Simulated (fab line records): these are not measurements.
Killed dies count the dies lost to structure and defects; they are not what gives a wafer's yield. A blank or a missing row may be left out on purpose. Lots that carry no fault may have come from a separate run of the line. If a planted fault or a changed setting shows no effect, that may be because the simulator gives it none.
Which tool was responsible?	flow gf180mcu	33 wafers from 11 lots sampled at 6 of the route's 602 steps

WHAT THE GAUGES SHOWED, per wafer
GF_HV_LDD_CD_MEAS_31 targets a cd of 400 nm.
lot	measured	on	cd_nm (nm)
L289	day 11 10:55	cd_sem-02	397.1 398.4 400.0
L292	day 12 04:59	cd_sem-02	396.5 396.7 399.1
L293	day 12 15:28	cd_sem-01	400.2 402.2 401.6
L300	day 15 06:25	cd_sem-01	396.8 399.7 400.5
L301	day 15 15:23	cd_sem-01	398.2 397.8 397.3
L302	day 15 23:23	cd_sem-02	404.6 405.6 406.0
L305	day 17 06:53	cd_sem-01	400.8 400.6 402.4
L306	day 17 10:55	cd_sem-02	401.2 401.1 403.1
L307	day 17 17:25	cd_sem-02	398.5 398.7 399.6
L308	day 18 00:56	cd_sem-02	398.8 399.0 396.8
L311	day 19 01:04	cd_sem-01	397.4 395.7 396.3

GF_PSD_TW_MEAS_11.
lot	measured	on	PSD_TW
L289	day 14 00:49	film_metro-03	3156 3173 3165
L292	day 14 23:20	film_metro-01	3246 3237 3246
L293	day 15 08:48	film_metro-02	3183 3212 3193
L300	day 18 07:04	film_metro-01	2868 2881 2893 2881 2875 2903
L301	day 18 15:08	film_metro-03	2807 2801 2788 2795 2787 2807
L302	day 19 01:16	film_metro-03	2810 2798 2803 2803 2791 2805
L305	day 20 09:11	film_metro-01	3244 3265 3241
L306	day 20 14:58	film_metro-02	3225 3223 3196
L307	day 20 20:58	film_metro-01	3243 3242 3266
L308	day 21 05:05	film_metro-03	3169 3174 3164
L311	day 22 06:43	film_metro-01	3258 3263 3257

GF_PSD_RS_MEAS_15: uses a four-point probe to measure.
lot	measured	on	PSD_RS (ohm/sq)
L289	day 14 01:08	film_metro-03	108.66 108.05 108.44
L292	day 14 23:40	film_metro-03	108.44 108.63 108.64
L293	day 15 09:08	film_metro-03	108.48 108.52 108.40
L300	day 18 08:45	film_metro-03	133.18 132.83 132.56 133.19 133.09 132.48
L301	day 18 16:55	film_metro-03	132.30 133.07 132.42 132.79 132.93 132.48
L302	day 19 05:34	film_metro-02	132.37 132.55 133.09 132.49 132.53 133.00
L305	day 20 09:31	film_metro-02	108.92 108.99 108.65
L306	day 20 15:18	film_metro-02	108.06 107.91 107.88
L307	day 20 21:17	film_metro-02	108.70 108.49 108.34
L308	day 21 05:25	film_metro-02	108.82 108.80 108.82
L311	day 22 07:03	film_metro-01	108.60 108.27 108.26

EACH LOT AND THE TOOL THAT RAN IT (in order: tool; ch and the chambers of the sampled wafers; start)
lot	GF_HV_LDD_STRIP_37	GF_PSD_IMPLANT_09	GF_PSD_STRIP_10
L289	plasma_asher-04 ch 0,1, day 11 11:39	implanter-03 ch 0, day 14 00:34	plasma_asher-01 ch 0,1, day 14 00:42
L292	plasma_asher-03 ch 0,1, day 12 05:45	implanter-02 ch 0, day 14 23:05	plasma_asher-04 ch 0,1, day 14 23:14
L293	plasma_asher-01 ch 0,1, day 12 16:12	implanter-02 ch 0, day 15 08:34	plasma_asher-02 ch 0,1, day 15 08:41
L300	plasma_asher-01 ch 0,1, day 15 07:09	implanter-02 ch 0, day 18 06:49	plasma_asher-04 ch 0,1, day 18 06:57
L301	plasma_asher-01 ch 0,1, day 15 16:09	implanter-02 ch 0, day 18 14:53	plasma_asher-01 ch 0,1, day 18 15:02
L302	plasma_asher-04 ch 0,1, day 16 00:08	implanter-02 ch 0, day 19 01:01	plasma_asher-04 ch 0,1, day 19 01:10
L305	plasma_asher-04 ch 0,1, day 17 07:38	implanter-01 ch 0, day 20 08:56	plasma_asher-01 ch 0,1, day 20 09:05
L306	plasma_asher-01 ch 0,1, day 17 11:38	implanter-03 ch 0, day 20 14:44	plasma_asher-01 ch 0,1, day 20 14:52
L307	plasma_asher-04 ch 0,1, day 17 18:08	implanter-01 ch 0, day 20 20:43	plasma_asher-01 ch 0,1, day 20 20:51
L308	plasma_asher-01 ch 0,1, day 18 01:41	implanter-03 ch 0, day 21 04:52	plasma_asher-02 ch 0,1, day 21 05:00
L311	plasma_asher-01 ch 0,1, day 19 01:50	implanter-02 ch 0, day 22 06:30	plasma_asher-04 ch 0,1, day 22 06:38
- GF_HV_LDD_STRIP_37: strips in O2/N2.
- GF_PSD_IMPLANT_09
- GF_PSD_STRIP_10: strips in O2/N2.

AS READ BY THE TOOLS THEMSELVES (means over the sampled wafers that have a number; for cases with no such wafer, the mark the record gives instead)
GF_HV_LDD_STRIP_37.
lot	tool	drypump_motor_current_A (A)	heater_power_w (W)	oes_product_au (a.u.)	strip_time_to_endpoint_s (s)
L289	plasma_asher-04	5.74	312	0.718	12.64
L292	plasma_asher-03	6.22	314	0.719	12.61
L293	plasma_asher-01	5.82	356	0.714	12.59
L300	plasma_asher-01	5.88	338	0.716	12.60
L301	plasma_asher-01	5.82	350	0.718	12.62
L302	plasma_asher-04	5.71	315	0.710	12.65
L305	plasma_asher-04	5.97	324	0.718	12.61
L306	plasma_asher-01	5.82	357	0.715	12.63
L307	plasma_asher-04	5.96	328	0.717	12.65
L308	plasma_asher-01	5.82	347	0.716	12.65
L311	plasma_asher-01	5.84	359	0.717	12.62

GF_PSD_IMPLANT_09.
lot	tool	beam_energy_keV
L289	implanter-03	39.997
L292	implanter-02	39.988
L293	implanter-02	39.990
L300	implanter-02	25.604
L301	implanter-02	25.590
L302	implanter-02	25.608
L305	implanter-01	40.009
L306	implanter-03	39.998
L307	implanter-01	39.989
L308	implanter-03	39.997
L311	implanter-02	40.013

GF_PSD_STRIP_10.
lot	tool	drypump_motor_current_A (A)	heater_power_w (W)	oes_product_au (a.u.)	strip_time_to_endpoint_s (s)
L289	plasma_asher-01	5.88	336	0.594	16.58
L292	plasma_asher-04	5.75	316	0.593	16.47
L293	plasma_asher-02	6.26	370	0.594	16.52
L300	plasma_asher-04	5.73	315	0.624	15.15
L301	plasma_asher-01	5.90	338	0.624	15.18
L302	plasma_asher-04	5.98	329	0.627	15.11
L305	plasma_asher-01	5.88	336	0.591	16.51
L306	plasma_asher-01	5.82	347	0.590	16.55
L307	plasma_asher-01	5.90	337	0.593	16.49
L308	plasma_asher-02	6.18	365	0.592	16.53
L311	plasma_asher-04	5.75	324	0.593	16.53

THE ANSWER, worked out from the rows above alone
Rule: the lots themselves supply what counts as usual. Put in order of their means at a reading, lots are off if they are a third of the lots or fewer, leave a main group of 4 or more, and stand apart from it by a gap of 3 or more times the standard deviation of the main group's means; of several such gaps the widest counts. Not used: any main group whose means are identical at the precision the tables above print for the reading. A lot without any number at a reading at which 4 lots or more have one is off too. Any other lot the step has rows for is counted as sound. After the gauges, taken in route order, come the tools' own readings; for these a lot's mean is taken, as printed above. At the first step where some lot is off, the reading lying furthest off is the one used; lots without a number count as furthest.
Off: L300, L301, L302, at GF_PSD_TW_MEAS_11 (PSD_TW). For the main group the mean is 3218 and the standard deviation 36.
If a tool, at a process step before that reading, ran all the lots that are off and no sound lot after the first of them, it fits. The gauges at GF_PSD_TW_MEAS_11 aren't tried: what is off there is off at GF_PSD_IMPLANT_09 too, on other tools, and a gauge's error can't cause that. Not one of the candidates tried fits.

WHAT WAS PUT IN BY THE SIMULATOR
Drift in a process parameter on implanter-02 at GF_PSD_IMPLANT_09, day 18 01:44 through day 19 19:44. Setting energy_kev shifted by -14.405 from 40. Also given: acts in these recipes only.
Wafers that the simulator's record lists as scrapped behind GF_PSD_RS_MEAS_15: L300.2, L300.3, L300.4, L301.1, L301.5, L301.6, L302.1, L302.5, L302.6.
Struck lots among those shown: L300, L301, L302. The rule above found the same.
